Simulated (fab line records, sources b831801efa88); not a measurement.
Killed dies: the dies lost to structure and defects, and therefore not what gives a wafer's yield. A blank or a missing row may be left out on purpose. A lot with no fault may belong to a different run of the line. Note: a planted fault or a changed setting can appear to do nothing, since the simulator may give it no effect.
What tool caused it? :: flow sky130 :: 13 lots, 39 wafers sampled, at 5 steps of a route of 708

## WHAT THE GAUGES READ, wafer by wafer
SKY_SONOS_TUNNEL_CD_MEAS_07: target cd 410 nm. Usual: 410.3 nm for cd-nm, sd 2.4.
lot: L232
measured: day 11 13:42
on: cd-sem-01
cd-nm (nm): 413.3 413.0 413.4
flag: 

lot: L235
measured: day 12 16:31
on: cd-sem-02
cd-nm (nm): 412.4 409.8 410.2
flag: 

lot: L237
measured: day 13 03:58
on: cd-sem-01
cd-nm (nm): 409.1 408.8 408.9
flag: 

lot: L238
measured: day 13 12:04
on: cd-sem-02
cd-nm (nm): 409.9 407.5 405.0
flag: 

lot: L239
measured: day 14 00:13
on: cd-sem-02
cd-nm (nm): 407.8 408.9 408.4
flag: 

lot: L240
measured: day 14 05:56
on: cd-sem-01
cd-nm (nm): 413.1 412.5 414.9
flag: 

lot: L241
measured: day 14 09:13
on: cd-sem-01
cd-nm (nm): 407.8 408.1 405.8
flag: 

lot: L243
measured: day 15 08:56
on: cd-sem-02
cd-nm (nm): 408.9 409.0 411.6
flag: 

lot: L251
measured: day 17 19:38
on: cd-sem-01
cd-nm (nm): 410.2 412.8 413.2
flag: 

lot: L252
measured: day 18 04:30
on: cd-sem-02
cd-nm (nm): 411.0 410.8 410.5
flag: 

lot: L253
measured: day 18 11:26
on: cd-sem-02
cd-nm (nm): 415.3 414.2 415.6
flag: 

lot: L254
measured: day 18 20:35
on: cd-sem-02
cd-nm (nm): 412.3 411.5 412.3
flag: 

lot: L255
measured: day 18 23:55
on: cd-sem-01
cd-nm (nm): 410.2 407.4 410.9
flag: 

SKY_SONOS_TUNNEL_TW_MEAS_12. Usual: SONOS_TUNNEL_TW 198.8, standard deviation 1.
lot: L232
measured: day 11 14:17
on: film-metro-04
SONOS_TUNNEL_TW: 199.6 199.8 199.3
flag: 

lot: L235
measured: day 12 17:05
on: film-metro-03
SONOS_TUNNEL_TW: 196.4 197.2 198.1
flag: 

lot: L237
measured: day 13 04:32
on: film-metro-03
SONOS_TUNNEL_TW: 198.9 198.6 199.5
flag: 

lot: L238
measured: day 13 12:53
on: film-metro-03
SONOS_TUNNEL_TW: 198.4 197.8 198.9
flag: 

lot: L239
measured: day 14 00:47
on: film-metro-02
SONOS_TUNNEL_TW: 197.9 197.4 197.0
flag: 

lot: L240
measured: day 14 06:29
on: film-metro-04
SONOS_TUNNEL_TW: 198.9 198.8 199.4
flag: 

lot: L241
measured: day 14 09:48
on: film-metro-04
SONOS_TUNNEL_TW: 198.5 199.6 200.6
flag: 

lot: L243
measured: day 15 09:30
on: film-metro-02
SONOS_TUNNEL_TW: 197.7 197.9 196.6
flag: 

lot: L251
measured: day 17 20:11
on: film-metro-04
SONOS_TUNNEL_TW: 199.4 199.9 199.2
flag: 

lot: L252
measured: day 18 05:03
on: film-metro-03
SONOS_TUNNEL_TW: 198.6 198.3 197.9
flag: 

lot: L253
measured: day 18 12:00
on: film-metro-02
SONOS_TUNNEL_TW: 198.5 197.8 197.8
flag: 

lot: L254
measured: day 18 21:09
on: film-metro-04
SONOS_TUNNEL_TW: 199.5 199.3 199.4
flag: 

lot: L255
measured: day 19 00:29
on: film-metro-03
SONOS_TUNNEL_TW: 198.8 199.4 199.6
flag: 

SKY_SONOS_ONO_THK_MEAS_03. Usual: SONOS_ONO_CVD_02_THK 10.48 nm, standard deviation 0.16.
lot: L232
measured: day 11 18:08
on: film-metro-04
SONOS_ONO_CVD_02_THK (nm): 10.57 10.68 10.50
flag: 

lot: L235
measured: day 12 20:34
on: film-metro-03
SONOS_ONO_CVD_02_THK (nm): 10.23 10.30 10.29
flag: 

lot: L237
measured: day 13 07:13
on: film-metro-01
SONOS_ONO_CVD_02_THK (nm): 10.41 10.41 10.38
flag: 

lot: L238
measured: day 13 16:35
on: film-metro-04
SONOS_ONO_CVD_02_THK (nm): 10.39 10.31 10.52
flag: 

lot: L239
measured: day 14 05:35
on: film-metro-01
SONOS_ONO_CVD_02_THK (nm): 10.63 10.68 10.58
flag: 

lot: L240
measured: day 14 10:59
on: film-metro-03
SONOS_ONO_CVD_02_THK (nm): 10.23 10.52 10.48
flag: 

lot: L241
measured: day 14 13:49
on: film-metro-01
SONOS_ONO_CVD_02_THK (nm): 10.37 10.35 10.38
flag: 

lot: L243
measured: day 15 14:30
on: film-metro-03
SONOS_ONO_CVD_02_THK (nm): 10.53 10.42 10.60
flag: 

lot: L251
measured: day 17 22:52
on: film-metro-04
SONOS_ONO_CVD_02_THK (nm): 10.64 10.37 10.41
flag: 

lot: L252
measured: day 18 07:37
on: film-metro-04
SONOS_ONO_CVD_02_THK (nm): 10.59 10.43 10.39
flag: 

lot: L253
measured: day 18 15:07
on: film-metro-01
SONOS_ONO_CVD_02_THK (nm): 10.46 10.44 10.48
flag: 

lot: L254
measured: day 19 01:50
on: film-metro-04
SONOS_ONO_CVD_02_THK (nm): 10.44 10.46 10.54
flag: 

lot: L255
measured: day 19 06:58
on: film-metro-01
SONOS_ONO_CVD_02_THK (nm): 10.64 10.75 10.72
flag: 

SKY_GATE_OXIDE_TW_MEAS_14. Usual: GATE_OXIDE_TW 225.5, standard deviation 1.2.
lot: L232
measured: day 14 00:01
on: film-metro-02
GATE_OXIDE_TW: 225.1 225.5 224.6
flag: 

lot: L235
measured: day 15 04:59
on: film-metro-04
GATE_OXIDE_TW: 225.8 226.0 225.3
flag: 

lot: L237
measured: day 15 16:18
on: film-metro-04
GATE_OXIDE_TW: 226.9 224.7 225.8
flag: 

lot: L238
measured: day 16 01:34
on: film-metro-01
GATE_OXIDE_TW: 226.8 225.7 225.7
flag: 

lot: L239
measured: day 16 16:08
on: film-metro-02
GATE_OXIDE_TW: 223.0 225.7 224.5
flag: 

lot: L240
measured: day 16 23:23
on: film-metro-04
GATE_OXIDE_TW: 226.0 226.6 226.9
flag: 

lot: L241
measured: day 17 02:21
on: film-metro-02
GATE_OXIDE_TW: 217.5 218.4 217.2
flag: OFF

lot: L243
measured: day 18 04:44
on: film-metro-04
GATE_OXIDE_TW: 216.9 217.2 217.5
flag: OFF

lot: L251
measured: day 20 17:26
on: film-metro-02
GATE_OXIDE_TW: 226.6 226.9 226.1
flag: 

lot: L252
measured: day 21 01:53
on: film-metro-01
GATE_OXIDE_TW: 226.3 224.2 225.2
flag: 

lot: L253
measured: day 21 09:02
on: film-metro-02
GATE_OXIDE_TW: 223.0 224.5 224.3
flag: 

lot: L254
measured: day 21 20:36
on: film-metro-01
GATE_OXIDE_TW: 225.8 226.5 226.9
flag: 

lot: L255
measured: day 22 01:57
on: film-metro-01
GATE_OXIDE_TW: 226.6 226.9 227.1
flag: 

## TOOL THAT RAN EACH LOT (tool first, then ch and the chambers of the sampled wafers, then the start)
lot: L232
SKY_GATE_OXIDE_IMPLANT_11: implanter-03 ch 0, day 13 23:40

lot: L235
SKY_GATE_OXIDE_IMPLANT_11: implanter-01 ch 0, day 15 04:38

lot: L237
SKY_GATE_OXIDE_IMPLANT_11: implanter-03 ch 0, day 15 15:56

lot: L238
SKY_GATE_OXIDE_IMPLANT_11: implanter-03 ch 0, day 16 01:13

lot: L239
SKY_GATE_OXIDE_IMPLANT_11: implanter-02 ch 0, day 16 15:47

lot: L240
SKY_GATE_OXIDE_IMPLANT_11: implanter-02 ch 0, day 16 22:56

lot: L241
SKY_GATE_OXIDE_IMPLANT_11: implanter-02 ch 0, day 17 01:53

lot: L243
SKY_GATE_OXIDE_IMPLANT_11: implanter-02 ch 0, day 18 04:23

lot: L251
SKY_GATE_OXIDE_IMPLANT_11: implanter-02 ch 0, day 20 17:05

lot: L252
SKY_GATE_OXIDE_IMPLANT_11: implanter-02 ch 0, day 21 01:34

lot: L253
SKY_GATE_OXIDE_IMPLANT_11: implanter-02 ch 0, day 21 08:41

lot: L254
SKY_GATE_OXIDE_IMPLANT_11: implanter-01 ch 0, day 21 20:16

lot: L255
SKY_GATE_OXIDE_IMPLANT_11: implanter-02 ch 0, day 22 01:35
- SKY_GATE_OXIDE_IMPLANT_11

## WHAT THE TOOLS THEMSELVES READ (means of the sampled wafers that have a number; where no wafer has one, the mark that the record gives instead)
SKY_GATE_OXIDE_IMPLANT_11. Usual: 10.000 for beam-energy-keV, sd 0.0032.
lot: L232
tool: implanter-03
beam-energy-keV: 9.998
flag: 

lot: L235
tool: implanter-01
beam-energy-keV: 9.998
flag: 

lot: L237
tool: implanter-03
beam-energy-keV: 10.000
flag: 

lot: L238
tool: implanter-03
beam-energy-keV: 10.000
flag: 

lot: L239
tool: implanter-02
beam-energy-keV: 10.002
flag: 

lot: L240
tool: implanter-02
beam-energy-keV: 9.993
flag: 

lot: L241
tool: implanter-02
beam-energy-keV: 8.474
flag: OFF

lot: L243
tool: implanter-02
beam-energy-keV: 8.474
flag: OFF

lot: L251
tool: implanter-02
beam-energy-keV: 9.998
flag: 

lot: L252
tool: implanter-02
beam-energy-keV: 9.999
flag: 

lot: L253
tool: implanter-02
beam-energy-keV: 10.004
flag: 

lot: L254
tool: implanter-01
beam-energy-keV: 10.002
flag: 

lot: L255
tool: implanter-02
beam-energy-keV: 10.004
flag: 

## THE ANSWER, worked out from the rows above alone
Rule: take the mean of a lot's wafers that have a number; if it is more than 3 standard deviations from the usual mean, the lot is off. A lot without any number at a reading at which 4 lots or more have one is off too. All remaining lots with rows at the step are treated as sound. The gauges are gone through in route order, then the tools' own readings, and for those a lot's mean is taken as printed above. The first step at which some lot is off is used, and at that step the reading that is off furthest; a lot without a number counts as furthest.
Off: L241, L243, seen at SKY_GATE_OXIDE_TW_MEAS_14 (GATE_OXIDE_TW).
If a tool, at a process step before that reading, ran all the lots that are off and no sound lot after the first of them, it fits. Not tried: the gauges at SKY_GATE_OXIDE_TW_MEAS_14; whatever is off there is also off at SKY_GATE_OXIDE_IMPLANT_11, on other tools, and gauge error can't account for it. None of those tried fits.

## WHAT THE SIMULATOR HAD PUT IN
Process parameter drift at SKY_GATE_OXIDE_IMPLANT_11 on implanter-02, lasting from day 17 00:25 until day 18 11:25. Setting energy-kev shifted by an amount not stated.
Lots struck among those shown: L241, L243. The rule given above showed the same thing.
